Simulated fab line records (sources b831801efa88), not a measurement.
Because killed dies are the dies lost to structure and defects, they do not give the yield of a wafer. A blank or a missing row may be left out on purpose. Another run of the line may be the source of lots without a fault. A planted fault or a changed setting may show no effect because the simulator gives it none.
fab line records ; flow sky130
record: lots: 6; wafers: 18; lastDay: 52
route steps=708 shown POLY_CUT@307 PAD_OPEN@708
lots untouched by any fault: they come from a run of this same line in which no faults occurred
startH: the number of hours between the record's first day and the start of the first shown wafer of the lot ; waitH: hours elapsed since this lot's preceding step ; " repeats the value in the row above ; L1.1+2: several wafers, shown together as one row ; - no value, or no start was given ; * or withheld: withheld ; < > ~ a bound
route shown NAME@n: a module of which the file shows steps, and the number in the route of the first ; usual: average and standard deviation across the fault-free wafers ; same: alike in all rows ; chamber/n: place in a boat ; sites: the reading at each site ; _std_site: the standard deviation of these ; _edge_site: the outer-site mean with the inner-site mean subtracted ; radiusMm: for every site, how far away it sits from the centre of the wafer ; mask NAME#n: copy n ; behind: the most recent tool/chamber to have shaped the wafer ; hold: reason for holding the lot/hours on hold/outcome of the hold ; device: the transistor (n, p or np) that didn't switch ; end of line: tests run on the same wafers once the route is complete ; step lacking rows: just its recipe ; killed: dies that structure and defects cost at the first sort, which is not the same as the wafer's yield ; map: shows each die of a wafer: x if killed, . if not, _ if none is there
set.NAME: the setting as run; set.NAME@STEP: as run at that earlier step ; model.NAME: the simulator's own value behind a step, which no gauge read
lots at selected steps of the route; one table per step, one row per wafer
services: the hour from which a tool's chamber was out of use, counted from the record's first day as startH (under 0 if before that day), plus the number of hours and why
== steps ==
step: SKY_POLY_CUT_DEHYDRATE_00
recipe: tempC: 200; timeS: 60
step: SKY_POLY_CUT_HMDS_01
recipe: primeTimeS: 60; primeTempC: 120
step: SKY_POLY_CUT_COAT_02
recipe: resist: BARC; tempC: withheld; timeS: withheld; spinRpm: 3000; resistThkNm: 60
step: SKY_POLY_CUT_COAT_03
recipe: resist: KrF-thick; spinRpm: 3000; resistThkNm: 450
step: SKY_POLY_CUT_SOFTBAKE_04
recipe: tempC: 100; timeS: 90; resist: KrF-thick
step: SKY_POLY_CUT_EXPOSE_05
recipe: maskId: NPCM; na: 0.8; sourceShape: annular; sigmaInner: 0.55; sigmaOuter: 0.85; targetCdNm: 270; doseMj: 32
step: SKY_POLY_CUT_PEB_06
recipe: pebTempC: withheld; pebTimeS: withheld; resist: KrF-thick
step: SKY_POLY_CUT_DEVELOP_07
recipe: developTimeS: 60; resist: KrF-thick; devTempC: 21
step: SKY_POLY_CUT_CD_MEAS_08
recipe: targetCdNm: 270
usual: cdNm: 270.2/1.2
lot.wafer;tool;chamber;startH;waitH;cdNm
L988.3;cdSem-01;-;650.79;-;271.6
L988.4;cdSem-01;-;650.79;-;270.6
L988.6;cdSem-01;-;650.79;-;270.3
L991.2;cdSem-02;-;681.86;-;269.6
L991.5;cdSem-02;-;681.86;-;270.5
L991.6;cdSem-02;-;681.86;-;271.4
L992.1;cdSem-01;-;684.99;-;270.6
L992.5;cdSem-01;-;684.99;-;271.3
L992.6;cdSem-01;-;684.99;-;271.4
L998.1;cdSem-01;-;744.74;-;270.2
L998.3;cdSem-01;-;744.74;-;271.1
L998.6;cdSem-01;-;744.74;-;270.4
L101.1;cdSem-01;-;759.50;-;270.6
L101.4;cdSem-01;-;759.50;-;269.8
L101.5;cdSem-01;-;759.50;-;268.7
L103.2;cdSem-02;-;772.81;-;269.9
L103.4;cdSem-02;-;772.81;-;269.5
L103.5;cdSem-02;-;772.81;-;269.5
step: SKY_POLY_CUT_OVL_MEAS_09
usual: POLY_CUT_OVL: -4/5.5
lot.wafer;tool;chamber;startH;waitH;POLY_CUT_OVL[nm]
L988.3;overlay-01;-;650.88;0.1;-4
L988.4;overlay-01;-;650.88;0.1;-4
L988.6;overlay-01;-;650.88;0.1;-8
L991.2;overlay-02;-;681.97;0.1;6
L991.5;overlay-02;-;681.97;0.1;3
L991.6;overlay-02;-;681.97;0.1;3
L992.1;overlay-01;-;685.11;0.1;1
L992.5;overlay-01;-;685.11;0.1;-6
L992.6;overlay-01;-;685.11;0.1;8
L998.1;overlay-02;-;744.86;0.1;-2
L998.3;overlay-02;-;744.86;0.1;-9
L998.6;overlay-02;-;744.86;0.1;-5
L101.1;overlay-02;-;759.62;0.1;-1
L101.4;overlay-02;-;759.62;0.1;-8
L101.5;overlay-02;-;759.62;0.1;-8
L103.2;overlay-02;-;772.92;0.1;9
L103.4;overlay-02;-;772.92;0.1;7
L103.5;overlay-02;-;772.92;0.1;-2
step: SKY_POLY_CUT_ETCH_10
recipe: chemistry: N2/H2; target: BARC; ionEnergyEv: 200; sourceW: 500; biasW: 100; pressureMtorr: 30; n2FlowSccm: 100; h2FlowSccm: 200; stopOn: SiO2; timeS: 45.9; targetDepthA: 600
usual: drypumpMotorCurrentA: 5.75/0.26; oesProductAu: 0.855/0.0049; throttleValvePct: 13.225/0.0087
lot.wafer;tool;chamber;startH;waitH;drypumpMotorCurrentA;oesProductAu;rfHoursCounterH;throttleValvePct
L988.3;rieDiel-03;0;650.90;0.0;5.72;0.853;1;13.225
L988.4;rieDiel-03;1;650.90;0.0;5.97;0.861;10;13.218
L988.6;rieDiel-03;1;650.90;0.0;5.98;0.851;-;13.231
L991.2;rieDiel-03;1;682.00;0.0;6.02;0.858;10;13.235
L991.5;rieDiel-03;1;682.00;0.0;5.98;0.854;-;13.219
L991.6;rieDiel-03;0;682.00;0.0;5.70;0.848;-;13.219
L992.1;rieDiel-03;1;685.15;0.0;5.96;0.854;11;13.230
L992.5;rieDiel-03;0;685.15;0.0;5.70;0.855;-;13.229
L992.6;rieDiel-03;3;685.15;0.0;5.89;0.850;-;13.235
L998.1;rieDiel-02;1;744.90;0.0;5.38;0.856;14;13.220
L998.3;rieDiel-02;3;744.90;0.0;5.51;0.856;14;13.233
L998.6;rieDiel-02;3;744.90;0.0;5.52;0.864;-;13.241
L101.1;rieDiel-04;3;759.66;0.0;6.17;0.854;9;13.223
L101.4;rieDiel-04;1;759.66;0.0;6.33;0.859;11;13.231
L101.5;rieDiel-04;0;759.66;0.0;5.47;0.858;-;13.212
L103.2;rieDiel-02;0;772.95;0.0;5.54;0.851;24;13.244
L103.4;rieDiel-02;3;772.95;0.0;5.48;0.850;14;13.212
L103.5;rieDiel-02;2;772.95;0.0;6.21;0.854;-;13.217
step: SKY_POLY_CUT_ETCH_11
recipe: target: Si3N4; chemistry: CF4/CH2F2/Ar; stopOn: poly-Si; sourceW: 600; biasW: 150; pressureMtorr: 40; cf4FlowSccm: 40; ch2f2FlowSccm: 20; Ar_flow_sccm: 150; timeS: 42.5; targetDepthA: 600
usual: drypumpMotorCurrentA: 5.75/0.26; mfcArSccm: 150.0/0.46; oesProductAu: 0.830/0.0066; throttleValvePct: 14.993/0.0083
lot.wafer;tool;chamber;startH;waitH;drypumpMotorCurrentA;mfcArSccm;oesProductAu;rfHoursCounterH;throttleValvePct
L988.3;rieDiel-03;0;650.95;0.0;5.71;149.7;0.827;1;14.979
L988.4;rieDiel-03;1;650.95;0.0;5.97;149.5;0.834;10;14.991
L988.6;rieDiel-03;1;650.95;0.0;5.97;149.8;0.831;-;14.994
L991.2;rieDiel-03;1;682.04;0.0;5.96;149.8;0.824;10;14.997
L991.5;rieDiel-03;1;682.04;0.0;5.99;150.1;0.829;-;14.986
L991.6;rieDiel-03;0;682.04;0.0;5.71;150.8;0.834;-;14.994
L992.1;rieDiel-03;1;685.19;0.0;5.99;149.9;0.827;11;14.992
L992.5;rieDiel-03;0;685.19;0.0;5.71;149.4;0.825;-;15.006
L992.6;rieDiel-03;3;685.19;0.0;5.89;150.3;0.832;-;15.007
L998.1;rieDiel-02;1;744.94;0.0;5.39;149.7;0.837;14;14.993
L998.3;rieDiel-02;3;744.94;0.0;5.48;150.2;0.836;14;14.992
L998.6;rieDiel-02;3;744.94;0.0;5.50;150.9;0.842;-;14.991
L101.1;rieDiel-04;3;759.70;0.0;6.15;150.1;0.825;9;14.998
L101.4;rieDiel-04;1;759.70;0.0;6.34;149.3;0.828;11;14.990
L101.5;rieDiel-04;0;759.70;0.0;5.44;149.8;0.835;-;14.988
L103.2;rieDiel-02;0;772.99;0.0;5.53;149.7;0.831;24;14.999
L103.4;rieDiel-02;3;772.99;0.0;5.50;149.0;0.837;14;14.991
L103.5;rieDiel-02;2;772.99;0.0;6.18;150.1;0.828;-;14.996
step: SKY_POLY_CUT_STRIP_12
recipe: chemistry: O2/N2; powerW: 1400; pressureMtorr: 1500; platenTempC: withheld; o2FlowSccm: 3000; n2FlowSccm: 300; overashFraction: 0.5
usual: chamberPressureMTorr: 1500.1/1.3; drypumpMotorCurrentA: 5.9/0.5; oesProductAu: 0.453/0.0047; stripTimeToEndpointS: 5.359/0.017
lot.wafer;tool;chamber;startH;waitH;chamberPressureMTorr;drypumpMotorCurrentA;oesProductAu;rfHoursCounterH;stripTimeToEndpointS;model.KrF-thick_of_POLY_CUT_COAT_03.thkNm
L988.3;plasmaAsher-03;0;651.02;0.1;1501.4;5.0;0.446;-;5.341;0
L988.4;plasmaAsher-03;1;651.02;0.1;1502.1;6.6;0.456;-;5.345;0
L988.6;plasmaAsher-03;0;651.02;0.1;1499.1;5.0;0.449;-;5.338;0
L991.2;plasmaAsher-01;1;682.08;0.0;-;-;-;-;-;407
L991.5;plasmaAsher-01;0;682.08;0.0;-;-;-;-;-;408.1
L991.6;plasmaAsher-01;1;682.08;0.0;-;-;-;-;-;406.4
L992.1;plasmaAsher-04;1;685.23;0.0;-;-;-;-;-;408.4
L992.5;plasmaAsher-04;0;685.23;0.0;-;-;-;-;-;407.1
L992.6;plasmaAsher-04;1;685.23;0.0;-;-;-;-;-;407.8
L998.1;plasmaAsher-04;1;744.98;0.0;1498.9;5.7;0.438;64;5.345;0
L998.3;plasmaAsher-04;0;744.98;0.0;1500.2;6.0;0.455;-;5.348;0
L998.6;plasmaAsher-04;0;744.98;0.0;1499.6;6.0;0.449;-;5.359;0
L101.1;plasmaAsher-01;1;759.74;0.0;1501.2;6.0;0.448;90;5.363;0
L101.4;plasmaAsher-01;1;759.74;0.0;1499.3;6.0;0.455;-;5.367;0
L101.5;plasmaAsher-01;1;759.74;0.0;1499.7;6.0;0.448;-;5.354;0
L103.2;plasmaAsher-04;0;773.03;0.0;1501.5;6.1;0.453;66;5.347;0
L103.4;plasmaAsher-04;1;773.03;0.0;1497.3;5.7;0.450;-;5.385;0
L103.5;plasmaAsher-04;0;773.03;0.0;1498.6;6.1;0.457;-;5.379;0
step: SKY_PAD_OPEN_PROBE_99
usual: killed_at_M0_to_M3: 44/7.1; killed_at_M4_up: 3.3/1.9; killedAtContacts: 24/5.3; killedAtFrontEnd: 15/4.5; killedAtOther: 0.3/0.55; killedDies: 86/9.5; killedOnRim: 16/3.7; killedOpen: 46/7.3; killedShort: 39/6.4
same: grossDies: 492; killedAtBackSide: 0
lot.wafer;tool;chamber;startH;waitH;killed_at_M0_to_M3;killed_at_M4_up;killedAtContacts;killedAtFrontEnd;killedAtOther;killedDies;killedOnRim;killedOpen;killedShort
L988.3;prober-02;-;1165.55;0.2;36;3;22;13;0;74;10;44;30
L988.4;prober-02;-;1165.60;0.2;30;4;22;15;0;71;14;38;32
L988.6;prober-02;-;1165.70;0.2;38;4;26;14;0;82;14;44;38
L992.1;prober-01;-;1188.81;0.1;55;2;24;411;0;492;96;61;40
L992.5;prober-01;-;1189.01;0.2;48;2;21;421;0;492;96;43;46
L992.6;prober-01;-;1189.06;0.2;39;2;22;428;1;492;96;38;47
L991.2;prober-02;-;1189.35;0.1;51;3;30;408;0;492;96;48;43
L991.5;prober-02;-;1189.50;0.2;44;4;24;420;0;492;96;43;37
L991.6;prober-02;-;1189.55;0.2;41;0;34;417;0;492;96;51;30
L101.1;prober-01;-;1235.42;0.1;48;4;33;22;0;107;26;58;49
L101.4;prober-01;-;1235.57;0.2;33;3;37;16;0;89;17;49;40
L101.5;prober-01;-;1235.62;0.2;50;3;30;17;0;100;16;55;45
killed by level:class
L988.3 VIA3:geometricParticle:open=10 VIA1:geometricParticle:open=10 LI_CONTACT:geometricParticle:open=7 CONTACT:geometricParticle:open=6 LOCAL_INTERCONNECT:geometricParticle:short=6 FIELD_ISO:geometricParticle:open=4 POLY_GATE:geometricParticle:short=4 VIA2:geometricParticle:short=4
L988.4 CONTACT:geometricParticle:open=12 VIA2:geometricParticle:open=6 METAL3:geometricParticle:short=5 FIELD_ISO:geometricParticle:open=4 FIELD_ISO:geometricParticle:short=4 POLY_GATE:geometricParticle:open=4 VIA3:geometricParticle:open=4 CONTACT:geometricParticle:short=4
L988.6 VIA1:geometricParticle:open=10 CONTACT:geometricParticle:open=9 FIELD_ISO:geometricParticle:open=6 VIA1:geometricParticle:short=6 CONTACT:geometricParticle:short=6 METAL1:geometricParticle:short=6 VIA3:geometricParticle:open=6 LOCAL_INTERCONNECT:geometricParticle:short=5
L992.1 SD_P:areaStrip=391 CONTACT:geometricParticle:open=14 VIA1:geometricParticle:open=13 VIA2:geometricParticle:open=11 FIELD_ISO:geometricParticle:short=8 VIA1:geometricParticle:short=8 VIA3:geometricParticle:open=6 FIELD_ISO:geometricParticle:open=5
L992.5 SD_P:areaStrip=402 FIELD_ISO:geometricParticle:open=8 VIA1:geometricParticle:open=8 METAL1:geometricParticle:short=7 VIA3:geometricParticle:short=7 FIELD_ISO:geometricParticle:short=6 METAL2:geometricParticle:short=6 CONTACT:geometricParticle:open=6
L992.6 SD_P:areaStrip=407 LI_CONTACT:geometricParticle:open=8 FIELD_ISO:geometricParticle:short=6 CONTACT:geometricParticle:open=6 VIA3:geometricParticle:open=6 VIA1:geometricParticle:short=6 VIA1:geometricParticle:open=5 CONTACT:geometricParticle:short=5
L991.2 SD_P:areaStrip=399 VIA1:geometricParticle:open=13 CONTACT:geometricParticle:open=9 METAL2:geometricParticle:short=9 LI_CONTACT:geometricParticle:open=7 LOCAL_INTERCONNECT:geometricParticle:short=6 VIA3:geometricParticle:open=6 METAL1:geometricParticle:short=5
L991.5 SD_P:areaStrip=412 VIA1:geometricParticle:open=13 CONTACT:geometricParticle:open=11 VIA2:geometricParticle:open=7 METAL1:geometricParticle:short=5 VIA1:geometricParticle:short=5 METAL2:geometricParticle:short=5 LI_CONTACT:geometricParticle:short=4
L991.6 SD_P:areaStrip=409 VIA1:geometricParticle:open=14 LI_CONTACT:geometricParticle:open=13 METAL2:geometricParticle:short=7 CONTACT:geometricParticle:open=6 LI_CONTACT:geometricParticle:short=5 VIA2:geometricParticle:open=5 CONTACT:geometricParticle:short=4
L101.1 CONTACT:geometricParticle:open=13 POLY_GATE:geometricParticle:short=9 VIA3:geometricParticle:open=8 VIA1:geometricParticle:short=7 LI_CONTACT:geometricParticle:open=7 VIA1:geometricParticle:open=7 CONTACT:geometricParticle:short=6 METAL2:geometricParticle:short=6
L101.4 LI_CONTACT:geometricParticle:open=12 CONTACT:geometricParticle:open=10 VIA1:geometricParticle:open=8 METAL1:geometricParticle:short=6 CONTACT:geometricParticle:short=6 FIELD_ISO:geometricParticle:open=5 LOCAL_INTERCONNECT:geometricParticle:short=5 FIELD_ISO:geometricParticle:short=4
L101.5 VIA2:geometricParticle:open=10 VIA1:geometricParticle:open=9 LI_CONTACT:geometricParticle:open=8 CONTACT:geometricParticle:open=8 VIA1:geometricParticle:short=8 CONTACT:geometricParticle:short=6 METAL2:geometricParticle:short=6 LI_CONTACT:geometricParticle:short=5
map L991.2 (x killed, . not)
__________xxxxxxxxxx_________
________xxxxxxxxxxxxxx_______
______xxxxxxxxxxxxxxxxxx_____
_____xxxxxxxxxxxxxxxxxxxx____
____xxxxxxxxxxxxxxxxxxxxxx___
___xxxxxxxxxxxxxxxxxxxxxxxx__
__xxxxxxxxxxxxxxxxxxxxxxxxxx_
_xxxxxxxxxxxxxxxxxxxxxxxxxxxx
_xxxxxxxxxxxxxxxxxxxxxxxxxxxx
_xxxxxxxxxxxxxxxxxxxxxxxxxxxx
_xxxxxxxxxxxxxxxxxxxxxxxxxxxx
_xxxxxxxxxxxxxxxxxxxxxxxxxxxx
_xxxxxxxxxxxxxxxxxxxxxxxxxxxx
_xxxxxxxxxxxxxxxxxxxxxxxxxxxx
_xxxxxxxxxxxxxxxxxxxxxxxxxxxx
__xxxxxxxxxxxxxxxxxxxxxxxxxx_
___xxxxxxxxxxxxxxxxxxxxxxxx__
____xxxxxxxxxxxxxxxxxxxxxx___
_____xxxxxxxxxxxxxxxxxxxx____
______xxxxxxxxxxxxxxxxxx_____
________xxxxxxxxxxxxxx_______
__________xxxxxxxxxx_________
map L992.1 (x killed, . not)
__________xxxxxxxxxx_________
________xxxxxxxxxxxxxx_______
______xxxxxxxxxxxxxxxxxx_____
_____xxxxxxxxxxxxxxxxxxxx____
____xxxxxxxxxxxxxxxxxxxxxx___
___xxxxxxxxxxxxxxxxxxxxxxxx__
__xxxxxxxxxxxxxxxxxxxxxxxxxx_
_xxxxxxxxxxxxxxxxxxxxxxxxxxxx
_xxxxxxxxxxxxxxxxxxxxxxxxxxxx
_xxxxxxxxxxxxxxxxxxxxxxxxxxxx
_xxxxxxxxxxxxxxxxxxxxxxxxxxxx
_xxxxxxxxxxxxxxxxxxxxxxxxxxxx
_xxxxxxxxxxxxxxxxxxxxxxxxxxxx
_xxxxxxxxxxxxxxxxxxxxxxxxxxxx
_xxxxxxxxxxxxxxxxxxxxxxxxxxxx
__xxxxxxxxxxxxxxxxxxxxxxxxxx_
___xxxxxxxxxxxxxxxxxxxxxxxx__
____xxxxxxxxxxxxxxxxxxxxxx___
_____xxxxxxxxxxxxxxxxxxxx____
______xxxxxxxxxxxxxxxxxx_____
________xxxxxxxxxxxxxx_______
__________xxxxxxxxxx_________
== services ==
tool;chamber;startH;hours;kind
rieDiel-03;1;634.45;9.2;repair
rieDiel-02;2;656.07;-;clean
rieDiel-02;2;656.07;22.5;scheduledDown
rieDiel-02;2;656.07;22.5;ventCycle
rieDiel-02;3;669.69;7.1;repair
plasmaAsher-01;-;675.30;3.6;repair
plasmaAsher-01;-;679.46;0.8;repair
rieDiel-03;3;691.64;-;clean
rieDiel-03;3;691.64;21.0;scheduledDown
rieDiel-03;3;691.64;21.0;ventCycle
plasmaAsher-03;-;695.54;9.1;repair
rieDiel-04;0;711.09;7.2;repair
rieDiel-03;-;724.88;1.0;repair
plasmaAsher-01;-;727.02;2.4;repair
plasmaAsher-04;-;752.08;14.6;pm
plasmaAsher-03;-;761.30;3.1;repair
rieDiel-03;-;771.36;0.4;repair
== key ==
firstSign: step: SKY_POLY_CUT_STRIP_12; reading: toolRecord; direction: missing
effect: step: SKY_PAD_OPEN_PROBE_99; reading: killedAtFrontEnd; direction: up; sigmas: 90; usual: 15; struck: 418
modelEffect: step: SKY_POLY_CUT_STRIP_12; value: KrF-thick_of_POLY_CUT_COAT_03.thkNm; without: 0; struck: 407.4
moreKillsBornAt: SKY_POLY_CUT_STRIP_12@plasmaAsher-01: 1220; SKY_POLY_CUT_STRIP_12@plasmaAsher-04: 1200
metAt SKY_POLY_CUT_STRIP_12
struckWafers L991.2,L991.5,L991.6,L992.1,L992.5,L992.6
laterRowsLeftOut L991.2,L991.5,L991.6,L992.1,L992.5,L992.6
testerLeftOut L991,L992
fault: kind: skippedStepWhole; tool: plasmaAsher-01,plasmaAsher-04; chamber: -; onsetH: 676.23; steps: SKY_POLY_CUT_STRIP_12; scope: struckLotsOnly
testerLeftOut: of these lots the tester's yield and bins aren't shown, on N5 and GAA mostly nor the transistor test; their killed dies are dies lost to structure and defects alone, not to doping, threshold or leakage, so they don't give the yield
laterRowsLeftOut: the simulator's readings of these wafers behind a module that went badly wrong aren't trusted and aren't shown, but for the sort
